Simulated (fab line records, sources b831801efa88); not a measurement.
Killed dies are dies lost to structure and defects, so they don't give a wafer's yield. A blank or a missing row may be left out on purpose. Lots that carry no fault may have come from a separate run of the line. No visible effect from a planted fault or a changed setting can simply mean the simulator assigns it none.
fab line records | flow sky130 | part 2 of 2: steps 42 to 42 of 42
[record] lots = 6 | wafers = 18 | lastDay = 49
route steps=708 shown LDD_HVP@287 LDD_LDN@289 SPACER@304 POLY_CUT@307 SD_P@320 PAD_OPEN@708
lots with no fault: from the same line, run without faults
startH: start of the lot's first displayed wafer, in hours after the record's first day | waitH: hours elapsed since this lot's preceding step | " identical to the entry in the row above | L1.1+2: several wafers, shown together as one row | - no value, or no start given | * or withheld: withheld | < > ~ a bound
route shown NAME@n: names a module that has steps shown in the file, with the first one's number in the route | usual: average and standard deviation across the fault-free wafers | same: alike in all rows | chamber/n: place in a boat | sites: the reading at each site | _std_site: standard deviation of those values | _edge_site: the outer-site mean with the inner-site mean subtracted | radiusMm: for every site, how far away it sits from the centre of the wafer | mask NAME#n: copy n | behind: the tool/chamber that last shaped the wafer | hold: cause of the lot's hold/its duration in hours/its outcome | device: whichever transistor did not switch (one of n, p or np) | end of line: the same wafers' tests at the end of the route | step lacking rows: just its recipe | killed: at the first sort, the dies lost to defects and structure; wafer yield is something else | map: a wafer's dies, marking killed ones x, the rest . and places with no die _
set.NAME: the run value of the setting; set.NAME@STEP: its run value at that earlier step | model.NAME: the simulator's own value behind a step, which no gauge read
lots at selected steps of the route; one table per step, one row per wafer
services: the hour from which a tool's chamber was out of use, counted from the record's first day as startH (under 0 if before that day), plus the number of hours and why
[[steps]]
[step SKY_PAD_OPEN_PROBE_99]
[usual] killed_at_M0_to_M3 = 43/6.6 | killed_at_M4_up = 2.9/1.8 | killedAtContacts = 25/5.3 | killedAtFrontEnd = 15/4.1 | killedAtOther = 0.3/0.6 | killedDies = 86/8.8 | killedOnRim = 17/3.5 | killedOpen = 47/6.7 | killedShort = 39/6.2
[same] grossDies = 492 | killedAtBackSide = 0
lot.wafer | tool      | chamber | startH  | waitH | killed_at_M0_to_M3 | killed_at_M4_up | killedAtContacts | killedAtFrontEnd | killedAtOther | killedDies | killedOnRim | killedOpen | killedShort | model.etest.tipSonos.rsOhmSq
L504.1    | prober-01 | -       | 1092.30 | 0.1   | 40                 | 5               | 22               | 12               | 0             | 79         | 11          | 44         | 35          | 2571
L504.2    | prober-01 | -       | 1092.35 | 0.1   | 33                 | 4               | 28               | 14               | 0             | 79         | 22          | 50         | 29          | 2558
L504.5    | prober-01 | -       | 1092.50 | 0.2   | 48                 | 3               | 21               | 16               | 0             | 88         | 16          | 49         | 39          | 2625
L511.2    | prober-01 | -       | 1136.19 | 0.1   | 39                 | 4               | 34               | 11               | 0             | 88         | 13          | 46         | 42          | 2464
L511.3    | prober-01 | -       | 1136.24 | 0.2   | 35                 | 2               | 13               | 12               | 0             | 62         | 13          | 37         | 25          | 2498
L511.5    | prober-01 | -       | 1136.34 | 0.2   | 59                 | 1               | 35               | 10               | 1             | 106        | 22          | 60         | 46          | 2482
L512.2    | prober-02 | -       | 1141.31 | 0.1   | 39                 | 3               | 23               | 17               | 1             | 83         | 8           | 39         | 44          | 2403
L512.4    | prober-02 | -       | 1141.41 | 0.2   | 45                 | 5               | 26               | 14               | 0             | 90         | 19          | 46         | 44          | 2442
L512.6    | prober-02 | -       | 1141.51 | 0.2   | 40                 | 2               | 34               | 12               | 0             | 88         | 12          | 51         | 37          | 2438
L516.3    | prober-02 | -       | 1163.39 | 0.2   | 42                 | 4               | 23               | 19               | 0             | 88         | 15          | 41         | 47          | 2672
L516.4    | prober-02 | -       | 1163.44 | 0.2   | 39                 | 4               | 26               | 11               | 0             | 80         | 15          | 42         | 38          | 2616
L516.5    | prober-02 | -       | 1163.49 | 0.2   | 41                 | 5               | 26               | 13               | 0             | 85         | 19          | 53         | 31          | 2665
L517.2    | prober-01 | -       | 1169.21 | 0.1   | 37                 | 3               | 18               | 12               | 0             | 70         | 12          | 45         | 24          | 2588
L517.3    | prober-01 | -       | 1169.26 | 0.2   | 31                 | 1               | 27               | 12               | 1             | 72         | 15          | 30         | 41          | 2553
L517.5    | prober-01 | -       | 1169.36 | 0.2   | 32                 | 3               | 27               | 16               | 0             | 78         | 20          | 37         | 40          | 2564
L520.2    | prober-02 | -       | 1176.75 | 0.1   | 46                 | 10              | 22               | 20               | 0             | 98         | 26          | 59         | 31          | 2726
L520.3    | prober-02 | -       | 1176.80 | 0.2   | 44                 | 3               | 13               | 18               | 0             | 78         | 13          | 39         | 39          | 2708
L520.5    | prober-02 | -       | 1176.90 | 0.2   | 38                 | 0               | 31               | 19               | 1             | 89         | 13          | 53         | 36          | 2761
// killed by level:class
L504.1 CONTACT:geometricParticle:open=11 METAL1:geometricParticle:short=7 VIA2:geometricParticle:open=6 LI_CONTACT:geometricParticle:open=5 VIA1:geometricParticle:open=5 METAL2:geometricParticle:short=5 VIA3:geometricParticle:open=5 FIELD_ISO:geometricParticle:open=4
L504.2 LI_CONTACT:geometricParticle:open=9 CONTACT:geometricParticle:open=9 VIA1:geometricParticle:open=6 METAL2:geometricParticle:short=5 VIA2:geometricParticle:open=5 VIA3:geometricParticle:open=5 POLY_GATE:geometricParticle:open=3 SPACER:geometricParticle:open=3
L504.5 VIA1:geometricParticle:open=13 CONTACT:geometricParticle:open=10 VIA2:geometricParticle:open=8 LOCAL_INTERCONNECT:geometricParticle:short=5 METAL2:geometricParticle:short=5 POLY_GATE:geometricParticle:short=4 VIA3:geometricParticle:open=4 VIA3:geometricParticle:short=4
L511.2 CONTACT:geometricParticle:open=11 LI_CONTACT:geometricParticle:open=10 METAL2:geometricParticle:short=8 VIA1:geometricParticle:open=7 FIELD_ISO:geometricParticle:open=6 CONTACT:geometricParticle:short=6 VIA3:geometricParticle:open=5 METAL1:geometricParticle:short=5
L511.3 VIA3:geometricParticle:open=10 LI_CONTACT:geometricParticle:open=8 METAL2:geometricParticle:short=6 VIA1:geometricParticle:open=5 VIA1:geometricParticle:short=4 FIELD_ISO:geometricParticle:open=3 METAL1:geometricParticle:short=3 CONTACT:geometricParticle:open=2
L511.5 VIA3:geometricParticle:open=15 METAL2:geometricParticle:short=11 CONTACT:geometricParticle:open=11 LI_CONTACT:geometricParticle:open=10 VIA1:geometricParticle:open=9 CONTACT:geometricParticle:short=6 VIA1:geometricParticle:short=6 FIELD_ISO:geometricParticle:open=5
L512.2 FIELD_ISO:geometricParticle:short=6 LI_CONTACT:geometricParticle:short=6 LI_CONTACT:geometricParticle:open=6 METAL1:geometricParticle:short=6 VIA1:geometricParticle:open=6 CONTACT:geometricParticle:short=5 CONTACT:geometricParticle:open=5 METAL2:geometricParticle:short=5
L512.4 VIA1:geometricParticle:open=10 CONTACT:geometricParticle:open=8 LI_CONTACT:geometricParticle:open=7 FIELD_ISO:geometricParticle:open=5 VIA3:geometricParticle:open=5 VIA2:geometricParticle:open=5 CONTACT:geometricParticle:short=5 VIA2:geometricParticle:short=5
L512.6 VIA1:geometricParticle:open=12 CONTACT:geometricParticle:open=12 LI_CONTACT:geometricParticle:open=10 FIELD_ISO:geometricParticle:open=7 CONTACT:geometricParticle:short=7 LOCAL_INTERCONNECT:geometricParticle:short=4 METAL1:geometricParticle:short=4 VIA1:geometricParticle:short=4
L516.3 VIA1:geometricParticle:open=8 CONTACT:geometricParticle:short=8 POLY_GATE:geometricParticle:short=7 VIA3:geometricParticle:open=7 LOCAL_INTERCONNECT:geometricParticle:short=5 CONTACT:geometricParticle:open=5 VIA3:geometricParticle:short=5 FIELD_ISO:geometricParticle:short=4
L516.4 CONTACT:geometricParticle:open=12 POLY_GATE:geometricParticle:open=6 CONTACT:geometricParticle:short=6 VIA2:geometricParticle:open=6 VIA1:geometricParticle:open=6 METAL2:geometricParticle:short=6 VIA3:geometricParticle:open=6 METAL1:geometricParticle:short=5
L516.5 VIA1:geometricParticle:open=11 LI_CONTACT:geometricParticle:open=10 CONTACT:geometricParticle:open=8 METAL1:geometricParticle:short=5 VIA2:geometricParticle:open=5 FIELD_ISO:geometricParticle:open=4 CONTACT:geometricParticle:short=4 METAL2:geometricParticle:short=4
L517.2 VIA1:geometricParticle:open=11 CONTACT:geometricParticle:open=10 VIA3:geometricParticle:open=6 POLY_GATE:geometricParticle:open=5 VIA1:geometricParticle:short=4 VIA2:geometricParticle:open=4 FIELD_ISO:geometricParticle:open=3 LI_CONTACT:geometricParticle:open=3
L517.3 LOCAL_INTERCONNECT:geometricParticle:short=8 CONTACT:geometricParticle:open=6 CONTACT:geometricParticle:short=6 VIA1:geometricParticle:short=6 METAL2:geometricParticle:short=5 VIA1:geometricParticle:open=4 LI_CONTACT:geometricParticle:open=4 FIELD_ISO:geometricParticle:short=3
L517.5 LI_CONTACT:geometricParticle:open=8 LOCAL_INTERCONNECT:geometricParticle:short=6 CONTACT:geometricParticle:open=6 METAL2:geometricParticle:short=6 VIA2:geometricParticle:open=6 VIA1:geometricParticle:open=5 CONTACT:geometricParticle:short=4 METAL1:geometricParticle:short=4
L520.2 VIA1:geometricParticle:open=14 CONTACT:geometricParticle:open=12 VIA3:geometricParticle:open=10 VIA4:areaEtch=8 POLY_GATE:geometricParticle:open=7 VIA2:geometricParticle:open=5 VIA1:geometricParticle:short=4 METAL2:geometricParticle:short=4
L520.3 VIA1:geometricParticle:open=12 METAL1:geometricParticle:short=9 FIELD_ISO:geometricParticle:open=7 VIA1:geometricParticle:short=5 CONTACT:geometricParticle:short=5 CONTACT:geometricParticle:open=4 POLY_GATE:geometricParticle:short=3 VIA2:geometricParticle:short=3
L520.5 CONTACT:geometricParticle:open=14 LI_CONTACT:geometricParticle:open=9 METAL1:geometricParticle:short=7 VIA3:geometricParticle:open=7 VIA1:geometricParticle:open=6 FIELD_ISO:geometricParticle:short=5 POLY_GATE:geometricParticle:open=4 FIELD_ISO:geometricParticle:open=3
[[services]]
tool           | chamber | startH | hours | kind
rieDiel-03     | -       | 500.92 | 2.3   | repair
rieDiel-03     | 0       | 513.05 | 8.7   | repair
rieDiel-02     | 2       | 522.15 | 1.5   | repair
rieDiel-03     | 1       | 529.59 | 4.1   | repair
rieDiel-01     | 3       | 544.69 | 2.2   | repair
implanter-02   | -       | 577.87 | 10.7  | pm
rieDiel-03     | 0       | 581.46 | 13.5  | repair
rieDiel-03     | 2       | 597.93 | 1.5   | repair
rieDiel-01     | 3       | 601.57 | 63.4  | repair
plasmaAsher-03 | -       | 624.84 | 1.1   | repair
implanter-04   | -       | 643.13 | 5.3   | pm
rieDiel-04     | 0       | 649.03 | 4.5   | repair
rieDiel-03     | 2       | 655.94 | 2.7   | repair
rieDiel-03     | 3       | 658.13 | 8.8   | repair
rieDiel-04     | 1       | 671.67 | 9.0   | repair
rieDiel-04     | -       | 686.75 | 0.8   | repair
rieDiel-03     | -       | 688.92 | 0.5   | repair
rieDiel-03     | 3       | 695.44 | 2.1   | repair
rieDiel-02     | 0       | 695.64 | 15.5  | repair
rieDiel-03     | 1       | 696.55 | 6.1   | repair
implanter-02   | -       | 707.63 | 17.4  | pm
rieDiel-03     | 1       | 716.87 | 3.0   | repair
rieDiel-01     | 0       | 721.76 | 9.7   | repair
rieDiel-01     | 3       | 724.90 | 10.0  | repair
[[key]]
[firstSign] step = SKY_LDD_LDN_IMPLANT_10 | reading = doseIonsCm2 | direction = up | sigmas = 99+ | usual = * | struck = *
[effect] step = SKY_LDD_LDN_IMPLANT_10 | reading = faradayCurrentUA | direction = up | sigmas = 43 | usual = 70.7 | struck = 124.1
[effect] step = SKY_LDD_LDN_TW_MEAS_13 | reading = LDD_LDN_TW | direction = up | sigmas = 12 | usual = 1484 | struck = 1564
[modelEffect] step = SKY_SD_P_DEVELOP_06 | value = SD_P.cdNm | without = 379.6 | struck = 393.5
[modelEffect] step = SKY_PAD_OPEN_PROBE_99 | value = etest.tipSonos.rsOhmSq | without = 2707 | struck = 2454
metAt SKY_LDD_LDN_IMPLANT_10
struckWafers L511.2,L511.3,L511.5,L512.2,L512.4,L512.6
testerLeftOut L511,L512
[loopTrim] step = SKY_SD_P_EXPOSE_04 | setting = dose | lots = L511,L512
onsetBetween 549.42 609.85
[fault] kind = processParameterDrift | tool = implanter-02 | chamber = - | onsetH = 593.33 | steps = SKY_LDD_LDN_IMPLANT_10 | channel = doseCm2 | offset = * | shape = step | endH = 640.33 | actsIn = * | stated = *
// testerLeftOut: of these lots the tester's yield and bins aren't shown, on N5 and GAA mostly nor the transistor test; their killed dies are dies lost to structure and defects alone, not to doping, threshold or leakage, so they don't give the yield
// loopTrim: a control loop set the setting to another value than it would have without faults
